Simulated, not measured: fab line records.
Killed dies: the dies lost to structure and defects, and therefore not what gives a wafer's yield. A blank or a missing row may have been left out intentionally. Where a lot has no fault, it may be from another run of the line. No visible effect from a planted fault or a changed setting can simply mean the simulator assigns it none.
fab line records	flow sky130
record lots=24	wafers=72	last-day=50
route steps=708 shown SD_P@327 VIA1@482 METAL2@486 CAPM@537 VIA3@585
lots that met no fault: from a run of the same line without faults
start-h: hours from the record's first day to the start of the lot's first wafer shown	wait-h: hours since the lot's step before	" same as the row above	L1.1+2: several wafers, shown together as one row	- either no value or no given start	* or withheld: withheld	< > ~ a bound
route shown NAME@n: names a module that has steps shown in the file, with the first one's number in the route	usual: mean/standard deviation of fault-free wafers	same: alike in all rows	chamber/n: place in a boat	sites: per-site readings	_std_site: the standard deviation of these	_edge_site: mean of outer sites minus mean of inner sites	radius-mm: how far each site lies from the wafer's centre	mask NAME#n: copy n	behind: tool/chamber where the wafer was last shaped	hold: what put the lot on hold/how long, in hours/how the hold closed	device: whichever transistor did not switch (one of n, p or np)	end of line: the tests these same wafers got at the end of their route	where a step has no rows: the recipe by itself	killed: the dies lost at the first sort to structure and to defects; this is not the yield of the wafer	map: the dies of a wafer, with x for killed, . for not killed, _ for no die there
set.NAME: the setting as run; set.NAME@STEP: as run at that earlier step	model.NAME: the simulator's own value behind a step, which no gauge read
a sample of lots followed through the steps of the route, with each step as a table and each wafer as a row
services: a tool's chamber out of use, with start hour (start-h, from the record's first day; less than 0 if before it), hours out, and reason
## steps
# step SKY_SD_P_CD_MEAS_07
# recipe target-cd-nm=380
# usual cd-nm=378.2/2.6
lot.wafer	tool	chamber	start-h	wait-h	cd-nm
L074.1	cd-sem-02	-	592.37	0.1	380.5
L074.4	"	-	"	"	376.4
L074.6	"	-	"	"	375.3
L075.3	cd-sem-02	-	602.51	0.1	381.0
L075.4	"	-	"	"	379.4
L075.5	"	-	"	"	379.7
L076.1	cd-sem-02	-	607.13	0.1	372.5
L076.2	"	-	"	"	378.2
L076.6	"	-	"	"	376.5
L077.1	cd-sem-02	-	619.18	0.1	381.0
L077.2	"	-	"	"	382.8
L077.4	"	-	"	"	380.4
L078.1	cd-sem-01	-	628.07	0.1	378.2
L078.5	"	-	"	"	378.8
L078.6	"	-	"	"	379.4
L079.2	cd-sem-02	-	630.44	0.1	380.0
L079.3	"	-	"	"	378.6
L079.4	"	-	"	"	379.2
L080.1	cd-sem-01	-	641.27	0.1	380.5
L080.2	"	-	"	"	379.3
L080.5	"	-	"	"	380.7
L081.1	cd-sem-01	-	649.46	0.1	374.2
L081.3	"	-	"	"	377.6
L081.4	"	-	"	"	377.9
L082.3	cd-sem-02	-	662.07	0.1	377.5
L082.5	"	-	"	"	378.2
L082.6	"	-	"	"	376.9
L083.2	cd-sem-02	-	668.05	0.1	379.2
L083.3	"	-	"	"	378.7
L083.4	"	-	"	"	380.9
L084.1	cd-sem-01	-	674.41	0.1	371.8
L084.3	"	-	"	"	373.9
L084.4	"	-	"	"	374.5
L085.2	cd-sem-02	-	683.84	0.1	377.4
L085.4	"	-	"	"	376.3
L085.5	"	-	"	"	375.7
L086.1	cd-sem-02	-	691.68	0.1	374.0
L086.3	"	-	"	"	376.9
L086.4	"	-	"	"	375.3
L087.2	cd-sem-01	-	697.25	0.1	375.9
L087.3	"	-	"	"	375.6
L087.5	"	-	"	"	377.6
L088.3	cd-sem-01	-	705.61	0.1	382.3
L088.5	"	-	"	"	381.8
L088.6	"	-	"	"	378.8
L089.4	cd-sem-02	-	715.78	0.1	378.9
L089.5	"	-	"	"	377.3
L089.6	"	-	"	"	379.8
L090.2	cd-sem-02	-	720.78	0.1	384.1
L090.3	"	-	"	"	380.9
L090.5	"	-	"	"	382.1
L091.4	cd-sem-01	-	732.04	0.1	383.1
L091.5	"	-	"	"	380.3
L091.6	"	-	"	"	381.6
L092.1	cd-sem-02	-	740.47	0.1	377.8
L092.4	"	-	"	"	377.6
L092.6	"	-	"	"	376.3
L093.2	cd-sem-01	-	743.64	0.1	375.2
L093.3	"	-	"	"	374.7
L093.5	"	-	"	"	377.2
L094.1	cd-sem-01	-	752.71	0.1	381.1
L094.2	"	-	"	"	382.4
L094.5	"	-	"	"	380.8
L095.1	cd-sem-01	-	758.96	0.1	375.8
L095.2	"	-	"	"	378.6
L095.5	"	-	"	"	378.4
L096.3	cd-sem-01	-	763.85	0.1	376.1
L096.4	"	-	"	"	375.6
L096.5	"	-	"	"	373.4
L097.2	cd-sem-02	-	780.38	0.1	375.9
L097.3	"	-	"	"	374.0
L097.4	"	-	"	"	377.5
# step SKY_VIA1_CMP_24
# recipe stop-on=SiO2	t-overpolish-s=15	down-force-psi=3.5	platen-rpm=60	target-thk-nm=0	pad-velocity-m-s=0.94248
# usual head-pressure-psi=3.499/0.0073	motor-current-A=10.6/1.2	overpolish-run-s=15.000/0.0084	time-to-endpoint-s=65/4.5
lot.wafer	tool	chamber	start-h	wait-h	head-pressure-psi	motor-current-A	overpolish-run-s	time-to-endpoint-s
L074.4	cmp-02	2	797.03	0.1	3.499	9.8	14.998	70
L074.1	"	0	"	"	3.500	9.0	15.014	69
L074.6	"	2	"	"	3.501	9.4	15.010	69
L075.3	cmp-02	2	807.32	0.1	3.496	9.6	15.002	67
L075.4	"	3	"	"	3.490	12.5	14.986	59
L075.5	"	1	"	"	3.493	9.9	14.992	59
L076.1	cmp-01	2	811.62	0.1	3.498	10.9	15.010	66
L076.2	"	3	"	"	3.502	11.9	15.002	68
L076.6	"	2	"	"	3.486	11.5	14.986	64
L077.4	cmp-01	3	822.14	0.1	3.502	11.7	14.992	68
L077.1	"	0	"	"	3.501	9.9	15.013	73
L077.2	"	1	"	"	3.487	11.2	15.009	68
L078.1	cmp-02	1	829.56	0.1	3.496	9.6	14.994	61
L078.5	"	0	"	"	3.500	8.7	15.001	65
L078.6	"	1	"	"	3.495	10.0	15.015	65
L079.2	cmp-01	3	832.86	0.0	3.499	11.7	15.011	68
L079.3	"	0	"	"	3.490	10.6	15.003	69
L079.4	"	1	"	"	3.498	11.1	15.001	67
L080.1	cmp-02	0	841.78	0.1	3.494	9.0	15.008	65
L080.2	"	3	"	"	3.501	11.5	15.006	64
L080.5	"	1	"	"	3.510	9.8	15.011	64
L081.4	cmp-02	3	850.41	0.0	3.502	12.0	14.999	65
L081.1	"	1	"	"	3.504	10.1	14.991	67
L081.3	"	2	"	"	3.505	10.0	15.005	76
L082.3	cmp-02	0	863.08	0.2	3.497	8.7	14.983	63
L082.6	"	1	"	"	3.509	9.7	14.993	57
L082.5	"	2	"	"	3.490	9.9	14.994	69
L083.2	cmp-01	2	868.03	0.0	3.498	11.1	15.006	61
L083.3	"	3	"	"	3.508	12.0	14.995	64
L083.4	"	0	"	"	3.501	10.9	15.007	69
L084.4	cmp-01	3	873.71	0.0	3.496	12.1	14.995	69
L084.1	"	1	"	"	3.501	10.9	15.011	67
L084.3	"	2	"	"	3.493	10.4	15.009	64
L085.4	cmp-01	2	880.96	0.0	3.513	10.5	14.993	61
L085.2	"	0	"	"	3.499	10.3	15.002	70
L085.5	"	3	"	"	3.507	12.1	15.012	63
L086.3	cmp-01	1	887.89	0.1	3.497	11.3	14.990	65
L086.4	"	2	"	"	3.516	10.1	15.003	61
L086.1	"	3	"	"	3.505	12.0	15.012	62
L087.2	cmp-01	2	895.21	0.0	3.500	10.7	14.996	65
L087.3	"	3	"	"	3.521	11.9	15.025	66
L087.5	"	3	"	"	3.502	11.6	14.991	65
L088.3	cmp-02	3	902.59	0.1	3.488	11.9	14.989	58
L088.6	"	2	"	"	3.495	9.5	15.006	66
L088.5	"	3	"	"	3.491	11.9	14.983	60
L089.4	cmp-02	0	910.95	0.1	3.493	8.7	14.997	63
L089.6	"	2	"	"	3.504	9.9	14.996	65
L089.5	"	3	"	"	3.502	11.7	15.003	60
L090.2	cmp-01	0	915.71	0.4	3.491	10.2	15.009	73
L090.3	"	1	"	"	3.490	11.0	14.993	69
L090.5	"	0	"	"	3.486	10.1	14.992	73
L091.4	cmp-01	3	926.44	0.1	3.494	12.2	15.010	68
L091.5	"	2	"	"	3.509	10.8	14.998	64
L091.6	"	3	"	"	3.497	11.8	14.997	67
L092.4	cmp-01	2	931.56	0.0	3.513	11.0	15.006	64
L092.1	"	3	"	"	3.494	11.8	15.000	68
L092.6	"	3	"	"	3.487	11.0	14.994	69
L093.3	cmp-02	0	936.16	0.0	3.508	8.4	14.993	62
L093.2	"	3	"	"	3.501	11.9	15.005	57
L093.5	"	1	"	"	3.498	10.1	14.993	54
L094.2	cmp-02	2	944.85	0.1	3.500	9.2	14.993	65
L094.1	"	0	"	"	3.505	8.8	14.984	62
L094.5	"	1	"	"	3.501	9.7	14.997	57
L095.2	cmp-01	2	949.85	0.0	3.504	10.7	15.007	59
L095.1	"	0	"	"	3.513	10.6	14.996	65
L095.5	"	3	"	"	3.502	12.1	14.994	63
L096.3	cmp-02	3	955.58	0.1	3.495	12.3	14.995	57
L096.4	"	1	"	"	3.503	10.0	15.006	56
L096.5	"	2	"	"	3.502	9.9	15.009	66
L097.3	cmp-02	3	969.94	0.0	3.500	12.0	15.000	60
L097.4	"	1	"	"	3.511	9.7	15.009	58
L097.2	"	2	"	"	3.496	10.3	14.994	68
# step SKY_METAL2_SPUTTER_03
# recipe material=Ti	target-thk-nm=5	power-w=3000	time-s=3.3	chamber-pressure-pa=0.4
# usual throttle-valve-pct=30.0/1
lot.wafer	tool	chamber	start-h	wait-h	throttle-valve-pct
L074.1	pvd-sputter-03	-	797.35	0.0	31.9
L074.4	"	-	"	"	29.8
L074.6	"	-	"	"	31.8
L075.3	pvd-sputter-02	-	807.59	0.0	29.1
L075.4	"	-	"	"	27.7
L075.5	"	-	"	"	29.9
L076.1	pvd-sputter-03	-	811.95	0.0	29.8
L076.2	"	-	"	"	29.6
L076.6	"	-	"	"	30.0
L077.1	pvd-sputter-02	-	822.47	0.0	30.1
L077.2	"	-	"	"	27.7
L077.4	"	-	"	"	29.4
L078.1	pvd-sputter-02	-	829.88	0.0	30.3
L078.5	"	-	"	"	30.5
L078.6	"	-	"	"	29.8
L079.2	pvd-sputter-02	-	833.23	0.0	27.4
L079.3	"	-	"	"	29.2
L079.4	"	-	"	"	29.9
L080.1	pvd-sputter-02	-	842.15	0.0	27.7
L080.2	"	-	"	"	30.3
L080.5	"	-	"	"	30.5
L081.1	pvd-sputter-04	-	850.79	0.0	30.2
L081.3	"	-	"	"	31.6
L081.4	"	-	"	"	29.3
L082.3	pvd-sputter-03	-	863.30	0.0	29.8
L082.5	"	-	"	"	29.9
L082.6	"	-	"	"	31.7
L083.2	pvd-sputter-03	-	868.40	0.0	30.0
L083.3	"	-	"	"	29.7
L083.4	"	-	"	"	31.9
L084.1	pvd-sputter-03	-	874.08	0.0	29.6
L084.3	"	-	"	"	29.9
L084.4	"	-	"	"	32.0
L085.2	pvd-sputter-04	-	881.33	0.0	30.3
L085.4	"	-	"	"	29.2
L085.5	"	-	"	"	30.1
L086.1	pvd-sputter-03	-	888.22	0.0	31.8
L086.3	"	-	"	"	29.5
L086.4	"	-	"	"	29.6
L087.2	pvd-sputter-04	-	895.58	0.0	30.4
L087.3	"	-	"	"	30.3
L087.5	"	-	"	"	31.5
L088.3	pvd-sputter-04	-	902.91	0.0	30.3
L088.5	"	-	"	"	30.4
L088.6	"	-	"	"	29.2
L089.4	pvd-sputter-02	-	911.22	0.0	27.6
L089.5	"	-	"	"	30.4
L089.6	"	-	"	"	29.4
L090.2	pvd-sputter-03	-	916.08	0.0	32.0
L090.3	"	-	"	"	29.7
L090.5	"	-	"	"	31.9
L091.4	pvd-sputter-02	-	926.76	0.0	27.7
L091.5	"	-	"	"	30.4
L091.6	"	-	"	"	30.0
L092.1	pvd-sputter-03	-	931.93	0.0	31.9
L092.4	"	-	"	"	29.6
L092.6	"	-	"	"	30.0
L093.2	pvd-sputter-03	-	936.53	0.0	29.8
L093.3	"	-	"	"	29.8
L093.5	"	-	"	"	31.5
L094.1	pvd-sputter-02	-	945.17	0.0	29.3
L094.2	"	-	"	"	30.4
L094.5	"	-	"	"	30.1
L095.1	pvd-sputter-02	-	950.22	0.0	30.1
L095.2	"	-	"	"	29.5
L095.5	"	-	"	"	30.7
L096.3	pvd-sputter-04	-	955.91	0.0	31.1
L096.4	"	-	"	"	29.2
L096.5	"	-	"	"	30.4
L097.2	pvd-sputter-03	-	970.32	0.0	31.8
L097.3	"	-	"	"	29.6
L097.4	"	-	"	"	29.6
# step SKY_METAL2_CD_MEAS_15
# recipe target-cd-nm=140
# usual cd-nm=140.3/1.4
lot.wafer	tool	chamber	start-h	wait-h	cd-nm
L074.1	cd-sem-02	-	824.17	-	141.4
L074.4	"	-	"	"	141.8
L074.6	"	-	"	"	141.3
L075.3	cd-sem-01	-	834.41	-	141.3
L075.4	"	-	"	"	142.8
L075.5	"	-	"	"	142.3
L076.1	cd-sem-01	-	838.28	-	140.4
L076.2	"	-	"	"	139.4
L076.6	"	-	"	"	138.9
L077.1	cd-sem-02	-	849.53	-	139.9
L077.2	"	-	"	"	140.3
L077.4	"	-	"	"	138.4
L078.1	cd-sem-02	-	856.47	-	140.0
L078.5	"	-	"	"	138.8
L078.6	"	-	"	"	139.9
L079.2	cd-sem-01	-	859.24	-	139.6
L079.3	"	-	"	"	139.5
L079.4	"	-	"	"	140.1
L080.1	cd-sem-01	-	868.07	-	142.2
L080.2	"	-	"	"	141.7
L080.5	"	-	"	"	142.2
L081.1	cd-sem-02	-	876.67	-	137.8
L081.3	"	-	"	"	139.5
L081.4	"	-	"	"	140.3
L082.3	cd-sem-02	-	888.76	-	139.7
L082.5	"	-	"	"	141.8
L082.6	"	-	"	"	141.5
L083.2	cd-sem-01	-	894.74	-	141.4
L083.3	"	-	"	"	141.7
L083.4	"	-	"	"	141.1
L084.1	cd-sem-02	-	900.10	-	142.0
L084.3	"	-	"	"	142.0
L084.4	"	-	"	"	142.0
L085.2	cd-sem-02	-	906.84	-	139.1
L085.4	"	-	"	"	140.1
L085.5	"	-	"	"	141.7
L086.1	cd-sem-01	-	913.82	-	139.9
L086.3	"	-	"	"	140.6
L086.4	"	-	"	"	140.9
L087.2	cd-sem-02	-	921.05	-	140.7
L087.3	"	-	"	"	139.3
L087.5	"	-	"	"	139.3
L088.3	cd-sem-01	-	928.42	-	140.6
L088.5	"	-	"	"	140.4
L088.6	"	-	"	"	140.1
L089.4	cd-sem-01	-	936.74	-	138.8
L089.5	"	-	"	"	139.2
L089.6	"	-	"	"	139.3
L090.2	cd-sem-02	-	941.50	-	141.7
L090.3	"	-	"	"	140.2
L090.5	"	-	"	"	140.8
L091.4	cd-sem-02	-	951.64	-	139.6
L091.5	"	-	"	"	139.3
L091.6	"	-	"	"	138.4
L092.1	cd-sem-02	-	955.93	-	138.6
L092.4	"	-	"	"	137.1
L092.6	"	-	"	"	138.4
L093.2	cd-sem-01	-	960.85	-	141.8
L093.3	"	-	"	"	138.9
L093.5	"	-	"	"	140.6
L094.1	cd-sem-01	-	969.48	-	139.4
L094.2	"	-	"	"	141.4
L094.5	"	-	"	"	140.9
L095.1	cd-sem-02	-	974.93	-	138.1
L095.2	"	-	"	"	138.3
L095.5	"	-	"	"	138.3
L096.3	cd-sem-01	-	979.87	-	143.3
L096.4	"	-	"	"	142.9
L096.5	"	-	"	"	142.4
L097.2	cd-sem-02	-	994.30	-	140.8
L097.3	"	-	"	"	141.8
L097.4	"	-	"	"	140.2
# step SKY_CAPM_CVD_00
# recipe material=SiO2	target-thk-nm=15.5	temp-c=400	time-s=withheld	rf-w=450
# usual heater-power-w=750/100
lot.wafer	tool	chamber	start-h	wait-h	heater-power-w
L074.1	pecvd-02	2	853.65	0.0	946
L074.4	"	1	"	"	819
L074.6	"	2	"	"	980
L075.3	pecvd-01	0	863.76	0.0	724
L075.4	"	1	"	"	595
L075.5	"	0	"	"	724
L076.1	pecvd-01	0	867.50	0.0	876
L076.2	"	1	"	"	627
L076.6	"	2	"	"	676
L077.1	pecvd-04	0	878.86	0.0	820
L077.2	"	2	"	"	852
L077.4	"	2	"	"	842
L078.1	pecvd-04	2	885.40	0.0	799
L078.5	"	2	"	"	813
L078.6	"	1	"	"	589
L079.2	pecvd-02	2	888.60	0.0	884
L079.3	"	0	"	"	751
L079.4	"	1	"	"	863
L080.1	pecvd-01	1	897.66	0.0	668
L080.2	"	0	"	"	861
L080.5	"	0	"	"	865
L081.1	pecvd-01	1	905.15	0.0	675
L081.3	"	2	"	"	582
L081.4	"	2	"	"	586
L082.3	pecvd-02	0	917.19	0.0	796
L082.5	"	1	"	"	761
L082.6	"	2	"	"	939
L083.2	pecvd-04	1	923.57	0.0	679
L083.3	"	0	"	"	766
L083.4	"	1	"	"	660
L084.1	pecvd-01	2	928.22	0.0	561
L084.3	"	2	"	"	551
L084.4	"	0	"	"	827
L085.2	pecvd-04	0	934.53	0.0	718
L085.4	"	0	"	"	720
L085.5	"	2	"	"	829
L086.1	pecvd-01	0	941.27	0.0	815
L086.3	"	2	"	"	620
L086.4	"	0	"	"	810
L087.2	pecvd-04	0	949.04	0.0	813
L087.3	"	1	"	"	616
L087.5	"	0	"	"	821
L088.3	pecvd-04	1	955.71	0.0	672
L088.5	"	1	"	"	685
L088.6	"	0	"	"	737
L089.4	pecvd-02	1	963.93	0.0	819
L089.5	"	2	"	"	786
L089.6	"	0	"	"	747
L090.2	pecvd-02	2	968.98	0.0	855
L090.3	"	0	"	"	713
L090.5	"	2	"	"	842
L091.4	pecvd-02	0	978.82	0.0	745
L091.5	"	2	"	"	940
L091.6	"	1	"	"	812
L092.1	pecvd-04	0	982.76	0.0	819
L092.4	"	1	"	"	612
L092.6	"	1	"	"	618
L093.2	pecvd-04	1	988.54	0.0	663
L093.3	"	0	"	"	713
L093.5	"	1	"	"	672
L094.1	pecvd-01	0	996.56	0.0	886
L094.2	"	1	"	"	642
L094.5	"	1	"	"	638
L095.1	pecvd-01	2	1002.40	0.0	581
L095.2	"	0	"	"	914
L095.5	"	2	"	"	586
L096.3	pecvd-01	0	1006.99	0.0	778
L096.4	"	2	"	"	662
L096.5	"	2	"	"	650
L097.2	pecvd-02	2	1021.35	0.0	938
L097.3	"	0	"	"	738
L097.4	"	0	"	"	720
# step SKY_VIA3_CD_MEAS_12
# recipe target-cd-nm=200
# usual cd-nm=201.1/1.1
lot.wafer	tool	chamber	start-h	wait-h	cd-nm
L074.1	cd-sem-02	-	932.63	-	200.1
L074.4	"	-	"	"	199.9
L074.6	"	-	"	"	201.5
L075.3	cd-sem-02	-	943.07	-	200.7
L075.4	"	-	"	"	200.7
L075.5	"	-	"	"	200.9
L076.1	cd-sem-01	-	945.98	-	201.7
L076.2	"	-	"	"	201.3
L076.6	"	-	"	"	200.8
L077.1	cd-sem-01	-	956.28	-	201.4
L077.2	"	-	"	"	202.4
L077.4	"	-	"	"	201.3
L078.1	cd-sem-01	-	963.18	-	202.4
L078.5	"	-	"	"	202.5
L078.6	"	-	"	"	200.9
L079.2	cd-sem-01	-	965.95	-	200.2
L079.3	"	-	"	"	202.4
L079.4	"	-	"	"	201.4
L080.1	cd-sem-01	-	975.08	-	199.8
L080.2	"	-	"	"	199.3
L080.5	"	-	"	"	200.6
L081.1	cd-sem-02	-	980.88	-	202.7
L081.3	"	-	"	"	203.0
L081.4	"	-	"	"	202.5
L082.3	cd-sem-01	-	993.56	-	200.9
L082.5	"	-	"	"	201.6
L082.6	"	-	"	"	201.0
L083.2	cd-sem-01	-	998.49	-	201.7
L083.3	"	-	"	"	202.2
L083.4	"	-	"	"	201.4
L084.1	cd-sem-01	-	1002.58	-	201.9
L084.3	"	-	"	"	201.3
L084.4	"	-	"	"	201.7
L085.2	cd-sem-01	-	1008.40	-	202.1
L085.4	"	-	"	"	202.3
L085.5	"	-	"	"	202.2
L086.1	cd-sem-02	-	1015.27	-	199.8
L086.3	"	-	"	"	202.1
L086.4	"	-	"	"	201.4
L087.2	cd-sem-02	-	1022.95	-	203.0
L087.3	"	-	"	"	202.9
L087.5	"	-	"	"	201.6
L088.3	cd-sem-01	-	1028.81	-	200.8
L088.5	"	-	"	"	200.4
L088.6	"	-	"	"	199.0
L089.4	cd-sem-02	-	1037.73	-	198.0
L089.5	"	-	"	"	199.3
L089.6	"	-	"	"	199.5
L090.2	cd-sem-02	-	1041.30	-	200.6
L090.3	"	-	"	"	201.0
L090.5	"	-	"	"	200.1
L091.4	cd-sem-01	-	1050.06	-	201.0
L091.5	"	-	"	"	201.1
L091.6	"	-	"	"	201.3
L092.1	cd-sem-02	-	1054.02	-	198.8
L092.4	"	-	"	"	197.6
L092.6	"	-	"	"	200.3
L093.2	cd-sem-01	-	1059.25	-	201.4
L093.3	"	-	"	"	201.0
L093.5	"	-	"	"	201.5
L094.1	cd-sem-01	-	1066.32	-	202.3
L094.2	"	-	"	"	202.7
L094.5	"	-	"	"	200.5
L095.1	cd-sem-01	-	1071.23	-	201.5
L095.2	"	-	"	"	202.1
L095.5	"	-	"	"	201.9
L096.3	cd-sem-02	-	1075.97	-	200.7
L096.4	"	-	"	"	200.7
L096.5	"	-	"	"	201.1
L097.2	cd-sem-02	-	1088.20	-	201.1
L097.3	"	-	"	"	201.9
L097.4	"	-	"	"	203.1
## services
tool	chamber	start-h	hours	kind
pecvd-02	0	789.51	2.7	repair
cmp-02	-	790.38	2.3	repair
cmp-01	-	799.56	3.5	pm
cmp-01	-	810.60	0.6	repair
pecvd-01	-	832.40	1.0	repair
pvd-sputter-04	-	839.28	0.5	repair
pecvd-02	-	859.70	2.8	pm
cmp-01	-	884.75	2.9	repair
cmp-02	-	897.51	2.3	repair
pecvd-01	-	905.87	0.5	repair
cmp-02	-	912.15	4.0	pm
cmp-02	-	913.13	3.7	repair
cmp-02	-	916.15	-	consumable-replace:conditioner
cmp-02	-	916.15	-	consumable-replace:pad
cmp-02	-	921.65	0.5	repair
pecvd-04	1	926.59	10.2	repair
pecvd-02	-	936.11	1.7	repair
cmp-02	-	957.01	2.2	repair
pecvd-01	-	961.34	0.2	repair
pvd-sputter-03	1	962.83	-	consumable-replace:kit
pvd-sputter-03	1	962.83	18.0	scheduled-down
pvd-sputter-03	1	962.83	18.0	vent-cycle
cmp-01	-	971.55	4.0	repair
pvd-sputter-04	-	1016.30	5.2	repair
## key
fault none
